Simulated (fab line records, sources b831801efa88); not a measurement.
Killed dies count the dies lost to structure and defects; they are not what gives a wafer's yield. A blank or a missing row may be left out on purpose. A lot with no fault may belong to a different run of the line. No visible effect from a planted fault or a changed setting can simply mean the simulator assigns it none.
Split-lot experiment    flow sky130    on a route of 708 steps: 5 lots, 23 wafers read

## THE SPLIT
At SKY_VIA2_HDPCVD_00 (deposits SiO2, target thk 1180 nm, time 196.7 s), the setting time_s was moved away from the recipe's 196.7 s on 7 of the 23 wafers read, by -10.7% to -8.1%. For the rest of the wafers, this setting stayed at what the recipe calls for.

Between the split and the reading, the file records no step.

## THE READING
VIA2_HDPCVD_THK in nanometres, read at SKY_VIA2_THK_MEAS_01. Typical for fault-free wafers on this fab line: 1183 nm, with standard deviation 12 nm.

wafer   tool, chamber at the split  time_s as run, s  against the recipe  VIA2_HDPCVD_THK, nm  against lot-mates on the recipe
L074.1  hdpcvd-01, 0                196.7             recipe              1185                 -
L074.3  hdpcvd-01, 0                175.6             -10.7%              1063                 -126
L074.4  hdpcvd-01, 1                196.7             recipe              1191                 -
L074.5  hdpcvd-01, 1                175.6             -10.7%              1056                 -133
L074.6  hdpcvd-01, 0                196.7             recipe              1191                 -
L076.2  hdpcvd-01, 1                196.7             recipe              1190                 -
L076.4  hdpcvd-01, 0                196.7             recipe              1188                 -
L076.6  hdpcvd-01, 1                196.7             recipe              1191                 -
L077.1  hdpcvd-01, 0                178.8             -9.1%               1076                 -106
L077.2  hdpcvd-01, 1                178.8             -9.1%               1076                 -106
L077.3  hdpcvd-01, 1                196.7             recipe              1181                 -
L077.4  hdpcvd-01, 0                178.8             -9.1%               1074                 -108
L077.6  hdpcvd-01, 1                196.7             recipe              1184                 -
L079.1  hdpcvd-02, 1,1,0            196.7             recipe              1180                 -
L079.2  hdpcvd-02, 0                196.7             recipe              1166                 -
L079.3  hdpcvd-02, 2                196.7             recipe              1155                 -
L079.4  hdpcvd-02, 1,1,0            196.7             recipe              1185                 -
L079.5  hdpcvd-02, 1,1,0            196.7             recipe              1163                 -
L084.2  hdpcvd-01, 1                180.7             -8.1%               1079                 -100
L084.3  hdpcvd-01, 1                196.7             recipe              1171                 -
L084.4  hdpcvd-01, 0                196.7             recipe              1190                 -
L084.5  hdpcvd-01, 1                196.7             recipe              1176                 -
L084.6  hdpcvd-01, 0                180.7             -8.1%               1099                 -80
When a row names more than one chamber, that row covers several wafers, and the file does not tell which wafer ran in which chamber.

FIT RESULTS
A straight line over all 23 wafers: VIA2_HDPCVD_THK changes by +11.4 nm for each +1% of time_s; r = +0.98; the points scatter about the line by 10 nm.
The same after taking each lot's own level away (the mean of its wafers on the recipe; 23 wafers): +11.7 nm for each +1%; r = +0.99; scatter 7.4 nm.
According to that fit, moving time_s by its largest amount changes the reading by 1.3e+02 nm.
From 1169.8 to 1189.7 nm: that is the span of the lots' own levels, equal to 1.7 times the standard deviation above.
The two slopes are in agreement: the lot-to-lot level therefore moves the slope only a little.
Check: for one of the wafers moved furthest among these (-10.7%), held out of the fit, the line's prediction against its lot-mates is -126 nm. It came out at -126 nm against them.

## FURTHER SPLITS ON THESE WAFERS
Other splits were also applied to these wafers ahead of the reading. Each is held against what the fit with the lots' levels taken away leaves over:
other split on the same wafers        wafers away from the commonest value  r with VIA2_HDPCVD_THK (lot level and that fit taken away)
SKY_VIA1_CMP_02 leave_above_ref_nm    10                                    -0.17
SKY_VIA1_SOFTBAKE_08 time_s           9                                     -0.02
SKY_VIA1_SPUTTER_20 time_s            9                                     -0.09
SKY_METAL2_SPUTTER_02 time_s          11                                    +0.00
SKY_METAL2_DEVELOP_14 develop_time_s  8                                     -0.08

## THE WHOLE CHAIN: every reading that the file lists as answering this split, in the file's order
step                  what it does                                     reading                                                                         change (the file's fit)               r (the file's)
SKY_VIA2_HDPCVD_00    deposits SiO2, target thk 1180 nm, time 196.7 s  SiO2_of_VIA2_HDPCVD_00.thk_nm (the simulator's own value, which no gauge read)  +11.7 nm for each +1% of the setting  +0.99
SKY_VIA2_THK_MEAS_01                                                   VIA2_HDPCVD_THK                                                                 +11.7 for each +1% of the setting     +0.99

## FILE'S OWN FIT
VIA2_HDPCVD_THK changes by +11.7 nm for each +1% of time_s, r = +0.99.
